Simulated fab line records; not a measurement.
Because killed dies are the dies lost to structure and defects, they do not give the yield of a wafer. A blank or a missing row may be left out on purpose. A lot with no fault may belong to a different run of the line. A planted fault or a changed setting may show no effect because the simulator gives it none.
fab line records || flow sky130 || part 2 of 2: steps 43 to 43 of 43
[record] {"lots": 7, "wafers": 21, "lastDay": 50}
route steps=708 shown VT_ADJUST_PCH@151 SONOS_TUNNEL@154 SONOS_ONO@168 GATE_OXIDE@187 PAD_OPEN@708
lots that met no fault: taken from a fault-free run of the same line
startH: the number of hours between the record's first day and the start of the first shown wafer of the lot || waitH: how many hours have passed since the lot's step before this one || " the same as in the row above || L1.1+2: a single row standing in for several wafers || - no value present, or no start provided || * or withheld: withheld || < > ~ a bound
route shown NAME@n: a module of which the file shows steps, and the number in the route of the first || usual: mean/standard deviation of fault-free wafers || same: alike in all rows || chamber/n: place in a boat || sites: readings site by site || _std_site: the standard deviation of these || _edge_site: outer sites' mean less inner sites' || radiusMm: how far each site lies from the wafer's centre || mask NAME#n: copy n || behind: the last tool/chamber to shape the wafer || hold: why the lot went on hold/how many hours it stayed there/how the hold came to an end || device: the n, p or np transistor that did not switch || end of line: at the end of the route, the tests of the same wafers || where a step has no rows: the recipe by itself || killed: count of dies lost to structure and defects at first sort (not the wafer's yield) || map: the dies of a wafer, with x for killed, . for not killed, _ for no die there
set.NAME: the run value of the setting; set.NAME@STEP: its run value at that earlier step || model.NAME: the simulator's own value behind a step, which no gauge read
certain route steps with their lots: each step a table, each wafer a row
services: from which hour (startH, from the record's first day; less than 0 if before it) a tool's chamber was out of use, for how many hours, and why
[[steps]]
[step SKY_PAD_OPEN_PROBE_99]
[usual] {"killed_at_M0_to_M3": "43/6.9", "killed_at_M4_up": "3.1/1.8", "killedAtContacts": "24/5.1", "killedAtFrontEnd": "15/4.8", "killedAtOther": "0.3/0.48", "killedDies": "86/8.9", "killedOpen": "47/6.8", "killedShort": "39/6.3"}
[same] {"grossDies": 492, "killedAtBackSide": 0}
{"lot.wafer": "L866.1", "tool": "prober-01", "chamber": "-", "startH": 1081.94, "waitH": 0.1, "killed_at_M0_to_M3": 48, "killed_at_M4_up": 3, "killedAtContacts": 32, "killedAtFrontEnd": 23, "killedAtOther": 0, "killedDies": 106, "killedOpen": 57, "killedShort": 49, "model.etest.tipSonos.rsOhmSqRange": 24.06}
{"lot.wafer": "L866.2", "tool": "prober-01", "chamber": "-", "startH": 1081.99, "waitH": 0.1, "killed_at_M0_to_M3": 59, "killed_at_M4_up": 1, "killedAtContacts": 26, "killedAtFrontEnd": 14, "killedAtOther": 2, "killedDies": 102, "killedOpen": 48, "killedShort": 54, "model.etest.tipSonos.rsOhmSqRange": 31.24}
{"lot.wafer": "L866.5", "tool": "prober-01", "chamber": "-", "startH": 1082.14, "waitH": 0.2, "killed_at_M0_to_M3": 44, "killed_at_M4_up": 2, "killedAtContacts": 26, "killedAtFrontEnd": 21, "killedAtOther": 0, "killedDies": 93, "killedOpen": 47, "killedShort": 46, "model.etest.tipSonos.rsOhmSqRange": 55.2}
{"lot.wafer": "L867.4", "tool": "prober-02", "chamber": "-", "startH": 1097.16, "waitH": 0.2, "killed_at_M0_to_M3": 51, "killed_at_M4_up": 2, "killedAtContacts": 19, "killedAtFrontEnd": 14, "killedAtOther": 0, "killedDies": 86, "killedOpen": 48, "killedShort": 38, "model.etest.tipSonos.rsOhmSqRange": 45.07}
{"lot.wafer": "L867.5", "tool": "prober-02", "chamber": "-", "startH": 1097.21, "waitH": 0.2, "killed_at_M0_to_M3": 46, "killed_at_M4_up": 5, "killedAtContacts": 26, "killedAtFrontEnd": 12, "killedAtOther": 0, "killedDies": 89, "killedOpen": 55, "killedShort": 34, "model.etest.tipSonos.rsOhmSqRange": 56.08}
{"lot.wafer": "L867.6", "tool": "prober-02", "chamber": "-", "startH": 1097.26, "waitH": 0.2, "killed_at_M0_to_M3": 49, "killed_at_M4_up": 7, "killedAtContacts": 29, "killedAtFrontEnd": 10, "killedAtOther": 0, "killedDies": 95, "killedOpen": 56, "killedShort": 39, "model.etest.tipSonos.rsOhmSqRange": 48.18}
{"lot.wafer": "L872.1", "tool": "prober-01", "chamber": "-", "startH": 1126.28, "waitH": 0.1, "killed_at_M0_to_M3": 53, "killed_at_M4_up": 3, "killedAtContacts": 24, "killedAtFrontEnd": 21, "killedAtOther": 0, "killedDies": 101, "killedOpen": 55, "killedShort": 46, "model.etest.tipSonos.rsOhmSqRange": 25.8}
{"lot.wafer": "L872.3", "tool": "prober-01", "chamber": "-", "startH": 1126.38, "waitH": 0.2, "killed_at_M0_to_M3": 40, "killed_at_M4_up": 2, "killedAtContacts": 28, "killedAtFrontEnd": 12, "killedAtOther": 0, "killedDies": 82, "killedOpen": 41, "killedShort": 41, "model.etest.tipSonos.rsOhmSqRange": 42.36}
{"lot.wafer": "L872.5", "tool": "prober-01", "chamber": "-", "startH": 1126.48, "waitH": 0.2, "killed_at_M0_to_M3": 25, "killed_at_M4_up": 3, "killedAtContacts": 25, "killedAtFrontEnd": 15, "killedAtOther": 1, "killedDies": 69, "killedOpen": 40, "killedShort": 29, "model.etest.tipSonos.rsOhmSqRange": 58.79}
{"lot.wafer": "L878.1", "tool": "prober-01", "chamber": "-", "startH": 1154.33, "waitH": 0.1, "killed_at_M0_to_M3": 58, "killed_at_M4_up": 4, "killedAtContacts": 20, "killedAtFrontEnd": 16, "killedAtOther": 0, "killedDies": 98, "killedOpen": 55, "killedShort": 43, "model.etest.tipSonos.rsOhmSqRange": 26.41}
{"lot.wafer": "L878.4", "tool": "prober-01", "chamber": "-", "startH": 1154.48, "waitH": 0.2, "killed_at_M0_to_M3": 43, "killed_at_M4_up": 6, "killedAtContacts": 24, "killedAtFrontEnd": 15, "killedAtOther": 1, "killedDies": 89, "killedOpen": 50, "killedShort": 39, "model.etest.tipSonos.rsOhmSqRange": 38.07}
{"lot.wafer": "L878.5", "tool": "prober-01", "chamber": "-", "startH": 1154.53, "waitH": 0.2, "killed_at_M0_to_M3": 44, "killed_at_M4_up": 2, "killedAtContacts": 26, "killedAtFrontEnd": 13, "killedAtOther": 1, "killedDies": 86, "killedOpen": 46, "killedShort": 40, "model.etest.tipSonos.rsOhmSqRange": 44.46}
{"lot.wafer": "L883.2", "tool": "prober-02", "chamber": "-", "startH": 1176.32, "waitH": 0.1, "killed_at_M0_to_M3": 42, "killed_at_M4_up": 4, "killedAtContacts": 24, "killedAtFrontEnd": 12, "killedAtOther": 0, "killedDies": 82, "killedOpen": 41, "killedShort": 41, "model.etest.tipSonos.rsOhmSqRange": 97.3}
{"lot.wafer": "L883.3", "tool": "prober-02", "chamber": "-", "startH": 1176.37, "waitH": 0.2, "killed_at_M0_to_M3": 43, "killed_at_M4_up": 1, "killedAtContacts": 30, "killedAtFrontEnd": 8, "killedAtOther": 0, "killedDies": 82, "killedOpen": 45, "killedShort": 36, "model.etest.tipSonos.rsOhmSqRange": 69.22}
{"lot.wafer": "L883.5", "tool": "prober-02", "chamber": "-", "startH": 1176.47, "waitH": 0.2, "killed_at_M0_to_M3": 46, "killed_at_M4_up": 3, "killedAtContacts": 25, "killedAtFrontEnd": 7, "killedAtOther": 1, "killedDies": 82, "killedOpen": 46, "killedShort": 35, "model.etest.tipSonos.rsOhmSqRange": 81.29}
{"lot.wafer": "L884.1", "tool": "prober-01", "chamber": "-", "startH": 1182.12, "waitH": 0.1, "killed_at_M0_to_M3": 31, "killed_at_M4_up": 1, "killedAtContacts": 24, "killedAtFrontEnd": 11, "killedAtOther": 1, "killedDies": 68, "killedOpen": 39, "killedShort": 29, "model.etest.tipSonos.rsOhmSqRange": 72.59}
{"lot.wafer": "L884.3", "tool": "prober-01", "chamber": "-", "startH": 1182.22, "waitH": 0.2, "killed_at_M0_to_M3": 42, "killed_at_M4_up": 3, "killedAtContacts": 29, "killedAtFrontEnd": 15, "killedAtOther": 0, "killedDies": 89, "killedOpen": 51, "killedShort": 38, "model.etest.tipSonos.rsOhmSqRange": 97.78}
{"lot.wafer": "L884.5", "tool": "prober-01", "chamber": "-", "startH": 1182.32, "waitH": 0.2, "killed_at_M0_to_M3": 49, "killed_at_M4_up": 1, "killedAtContacts": 24, "killedAtFrontEnd": 18, "killedAtOther": 0, "killedDies": 92, "killedOpen": 54, "killedShort": 37, "model.etest.tipSonos.rsOhmSqRange": 66.89}
{"lot.wafer": "L885.1", "tool": "prober-02", "chamber": "-", "startH": 1189.02, "waitH": 0.1, "killed_at_M0_to_M3": 47, "killed_at_M4_up": 3, "killedAtContacts": 20, "killedAtFrontEnd": 18, "killedAtOther": 0, "killedDies": 88, "killedOpen": 42, "killedShort": 46, "model.etest.tipSonos.rsOhmSqRange": 89.11}
{"lot.wafer": "L885.3", "tool": "prober-02", "chamber": "-", "startH": 1189.12, "waitH": 0.2, "killed_at_M0_to_M3": 58, "killed_at_M4_up": 5, "killedAtContacts": 24, "killedAtFrontEnd": 13, "killedAtOther": 0, "killedDies": 100, "killedOpen": 60, "killedShort": 39, "model.etest.tipSonos.rsOhmSqRange": 105.4}
{"lot.wafer": "L885.4", "tool": "prober-02", "chamber": "-", "startH": 1189.17, "waitH": 0.2, "killed_at_M0_to_M3": 42, "killed_at_M4_up": 1, "killedAtContacts": 20, "killedAtFrontEnd": 18, "killedAtOther": 0, "killedDies": 81, "killedOpen": 44, "killedShort": 37, "model.etest.tipSonos.rsOhmSqRange": 59.99}
// killed by level:class
L866.1 CONTACT:geometricParticle:open=12 LI_CONTACT:geometricParticle:open=8 VIA1:geometricParticle:open=8 CONTACT:geometricParticle:short=6 VIA2:geometricParticle:open=6 POLY_GATE:geometricParticle:open=5 METAL1:geometricParticle:short=5 METAL2:geometricParticle:short=5
L866.2 METAL2:geometricParticle:short=14 LI_CONTACT:geometricParticle:open=9 CONTACT:geometricParticle:open=8 METAL1:geometricParticle:short=8 VIA1:geometricParticle:open=8 VIA3:geometricParticle:open=7 VIA1:geometricParticle:short=7 VIA2:geometricParticle:open=6
L866.5 CONTACT:geometricParticle:open=10 VIA1:geometricParticle:open=9 METAL1:geometricParticle:short=8 LI_CONTACT:geometricParticle:open=7 METAL2:geometricParticle:short=7 POLY_GATE:geometricParticle:short=6 VIA2:geometricParticle:open=6 FIELD_ISO:geometricParticle:open=5
L867.4 VIA1:geometricParticle:open=17 VIA3:geometricParticle:open=8 METAL2:geometricParticle:short=7 LI_CONTACT:geometricParticle:open=6 FIELD_ISO:geometricParticle:short=4 POLY_GATE:geometricParticle:open=4 LOCAL_INTERCONNECT:geometricParticle:short=4 CONTACT:geometricParticle:open=4
L867.5 CONTACT:geometricParticle:open=11 VIA3:geometricParticle:open=10 VIA1:geometricParticle:open=8 LI_CONTACT:geometricParticle:open=7 METAL1:geometricParticle:short=7 VIA2:geometricParticle:open=6 METAL4:geometricParticle:short=4 VIA1:geometricParticle:short=4
L867.6 VIA3:geometricParticle:open=10 VIA2:geometricParticle:open=9 LI_CONTACT:geometricParticle:open=8 VIA1:geometricParticle:open=8 CONTACT:geometricParticle:short=7 CONTACT:geometricParticle:open=7 METAL2:geometricParticle:short=5 METAL4:geometricParticle:short=5
L872.1 VIA3:geometricParticle:open=13 VIA2:geometricParticle:open=10 FIELD_ISO:geometricParticle:short=7 LOCAL_INTERCONNECT:geometricParticle:short=7 LI_CONTACT:geometricParticle:open=7 VIA1:geometricParticle:open=7 FIELD_ISO:geometricParticle:open=6 METAL1:geometricParticle:short=6
L872.3 CONTACT:geometricParticle:open=10 VIA1:geometricParticle:open=9 METAL3:geometricParticle:short=7 LI_CONTACT:geometricParticle:open=6 CONTACT:geometricParticle:short=6 VIA2:geometricParticle:open=6 VIA1:geometricParticle:short=4 FIELD_ISO:geometricParticle:open=3
L872.5 CONTACT:geometricParticle:open=15 METAL2:geometricParticle:short=8 LI_CONTACT:geometricParticle:open=7 FIELD_ISO:geometricParticle:open=4 POLY_GATE:geometricParticle:short=4 VIA1:geometricParticle:open=4 METAL1:geometricParticle:short=4 VIA2:geometricParticle:open=4
L878.1 VIA1:geometricParticle:open=16 LI_CONTACT:geometricParticle:open=11 VIA1:geometricParticle:short=7 FIELD_ISO:geometricParticle:short=6 METAL2:geometricParticle:short=6 VIA2:geometricParticle:open=6 VIA3:geometricParticle:open=6 CONTACT:geometricParticle:open=5
L878.4 VIA1:geometricParticle:open=14 CONTACT:geometricParticle:open=10 FIELD_ISO:geometricParticle:short=7 VIA2:geometricParticle:open=7 LI_CONTACT:geometricParticle:open=6 VIA3:geometricParticle:open=6 METAL4:geometricParticle:short=6 POLY_GATE:geometricParticle:short=5
L878.5 CONTACT:geometricParticle:open=11 VIA1:geometricParticle:short=7 VIA2:geometricParticle:open=6 LI_CONTACT:geometricParticle:open=6 VIA1:geometricParticle:open=6 METAL2:geometricParticle:short=6 VIA3:geometricParticle:open=5 POLY_GATE:geometricParticle:open=4
L883.2 CONTACT:geometricParticle:open=9 VIA1:geometricParticle:open=7 VIA1:geometricParticle:short=7 VIA2:geometricParticle:open=7 METAL1:geometricParticle:short=6 LI_CONTACT:geometricParticle:open=5 CONTACT:geometricParticle:short=4 VIA3:geometricParticle:short=4
L883.3 VIA1:geometricParticle:open=11 CONTACT:geometricParticle:open=10 CONTACT:geometricParticle:short=7 LI_CONTACT:geometricParticle:open=6 VIA1:geometricParticle:short=6 VIA3:geometricParticle:open=4 LI_CONTACT:geometricParticle:short=4 METAL2:geometricParticle:open=4
L883.5 CONTACT:geometricParticle:open=12 VIA1:geometricParticle:open=9 VIA1:geometricParticle:short=8 VIA2:geometricParticle:open=5 LI_CONTACT:geometricParticle:open=4 METAL3:geometricParticle:short=4 VIA3:geometricParticle:open=4 POLY_GATE:geometricParticle:open=3
L884.1 LI_CONTACT:geometricParticle:open=8 CONTACT:geometricParticle:open=8 VIA2:geometricParticle:short=5 VIA1:geometricParticle:open=5 FIELD_ISO:geometricParticle:open=4 CONTACT:geometricParticle:short=4 METAL1:geometricParticle:short=4 FIELD_ISO:geometricParticle:short=3
L884.3 CONTACT:geometricParticle:open=11 LI_CONTACT:geometricParticle:open=10 VIA3:geometricParticle:open=9 CONTACT:geometricParticle:short=6 METAL2:geometricParticle:short=6 FIELD_ISO:geometricParticle:open=5 VIA1:geometricParticle:open=4 VIA2:geometricParticle:open=4
L884.5 CONTACT:geometricParticle:open=11 VIA1:geometricParticle:open=10 METAL1:geometricParticle:short=8 VIA3:geometricParticle:open=7 LOCAL_INTERCONNECT:geometricParticle:short=6 FIELD_ISO:geometricParticle:open=5 VIA1:geometricParticle:short=5 VIA2:geometricParticle:open=5
L885.1 VIA1:geometricParticle:open=8 CONTACT:geometricParticle:open=8 FIELD_ISO:geometricParticle:short=7 VIA2:geometricParticle:open=6 METAL1:geometricParticle:short=6 VIA3:geometricParticle:open=6 VIA1:geometricParticle:short=5 FIELD_ISO:geometricParticle:open=4
L885.3 VIA1:geometricParticle:open=15 CONTACT:geometricParticle:open=12 METAL1:geometricParticle:short=10 VIA3:geometricParticle:open=6 LI_CONTACT:geometricParticle:open=5 METAL2:geometricParticle:short=5 VIA2:geometricParticle:open=5 FIELD_ISO:geometricParticle:open=4
L885.4 VIA1:geometricParticle:open=11 LOCAL_INTERCONNECT:geometricParticle:short=7 VIA2:geometricParticle:open=7 VIA3:geometricParticle:open=5 LI_CONTACT:geometricParticle:open=5 FIELD_ISO:geometricParticle:short=4 POLY_GATE:geometricParticle:short=4 CONTACT:geometricParticle:open=4
[[services]]
{"tool": "rieDiel-04", "chamber": 1, "startH": 218.17, "hours": 27.3, "kind": "repair"}
{"tool": "rieDiel-01", "chamber": 0, "startH": 220.01, "hours": 6.0, "kind": "repair"}
{"tool": "rieDiel-04", "chamber": "-", "startH": 227.60, "hours": 0.7, "kind": "repair"}
{"tool": "rieDiel-04", "chamber": "-", "startH": 237.15, "hours": 0.4, "kind": "repair"}
{"tool": "rieDiel-04", "chamber": 1, "startH": 245.49, "hours": "-", "kind": "clean"}
{"tool": "rieDiel-04", "chamber": 1, "startH": 245.49, "hours": 27.8, "kind": "scheduledDown"}
{"tool": "rieDiel-04", "chamber": "-", "startH": 277.11, "hours": 1.4, "kind": "repair"}
{"tool": "rieDiel-04", "chamber": 3, "startH": 288.27, "hours": 4.8, "kind": "repair"}
{"tool": "rieDiel-02", "chamber": 0, "startH": 297.53, "hours": 28.9, "kind": "repair"}
{"tool": "implanter-02", "chamber": "-", "startH": 314.58, "hours": 4.9, "kind": "pm"}
{"tool": "implanter-02", "chamber": "-", "startH": 320.68, "hours": 2.8, "kind": "repair"}
{"tool": "rieDiel-02", "chamber": "-", "startH": 322.08, "hours": 2.7, "kind": "repair"}
{"tool": "plasmaAsher-03", "chamber": "-", "startH": 322.17, "hours": 3.6, "kind": "repair"}
{"tool": "implanter-01", "chamber": "-", "startH": 326.69, "hours": 5.9, "kind": "pm"}
{"tool": "rieDiel-01", "chamber": "-", "startH": 335.10, "hours": 0.3, "kind": "repair"}
{"tool": "plasmaAsher-03", "chamber": "-", "startH": 340.89, "hours": 4.2, "kind": "repair"}
{"tool": "rieDiel-02", "chamber": 2, "startH": 357.06, "hours": 22.8, "kind": "repair"}
{"tool": "rieDiel-01", "chamber": "-", "startH": 377.16, "hours": 2.8, "kind": "pm"}
{"tool": "implanter-01", "chamber": "-", "startH": 378.93, "hours": 3.9, "kind": "pm"}
{"tool": "plasmaAsher-01", "chamber": "-", "startH": 408.61, "hours": 0.6, "kind": "repair"}
{"tool": "plasmaAsher-02", "chamber": "-", "startH": 421.25, "hours": 9.0, "kind": "pm"}
{"tool": "rieDiel-01", "chamber": 0, "startH": 433.67, "hours": 7.4, "kind": "repair"}
{"tool": "rieDiel-04", "chamber": "-", "startH": 434.17, "hours": 14.6, "kind": "pm"}
{"tool": "rieDiel-02", "chamber": 0, "startH": 435.25, "hours": 7.2, "kind": "repair"}
[[key]]
[firstSign] {"step": "SKY_SONOS_TUNNEL_TW_MEAS_12", "reading": "SONOS_TUNNEL_TW", "direction": "down", "sigmas": 2, "usual": 198.0, "struck": 195.1}
effect none on later readings
[modelEffect] {"step": "SKY_PAD_OPEN_PROBE_99", "value": "etest.tipSonos.rsOhmSqRange", "without": 31.4, "struck": 82.17}
metAt SKY_SONOS_TUNNEL_IMPLANT_09
struckWafers L883.2,L883.3,L883.5,L884.1,L884.3,L884.5,L885.1,L885.3,L885.4
testerLeftOut L883,L884,L885
onsetBetween 307.96 390.23
alsoFits time
[fault] {"kind": "processParameterDrift", "tool": "implanter-02", "chamber": "-", "onsetH": 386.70, "steps": "SKY_SONOS_TUNNEL_IMPLANT_09", "channel": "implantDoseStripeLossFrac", "offset": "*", "shape": "step", "endH": 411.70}
// testerLeftOut: of these lots the tester's yield and bins aren't shown, on N5 and GAA mostly nor the transistor test; their killed dies are dies lost to structure and defects alone, not to doping, threshold or leakage, so they don't give the yield
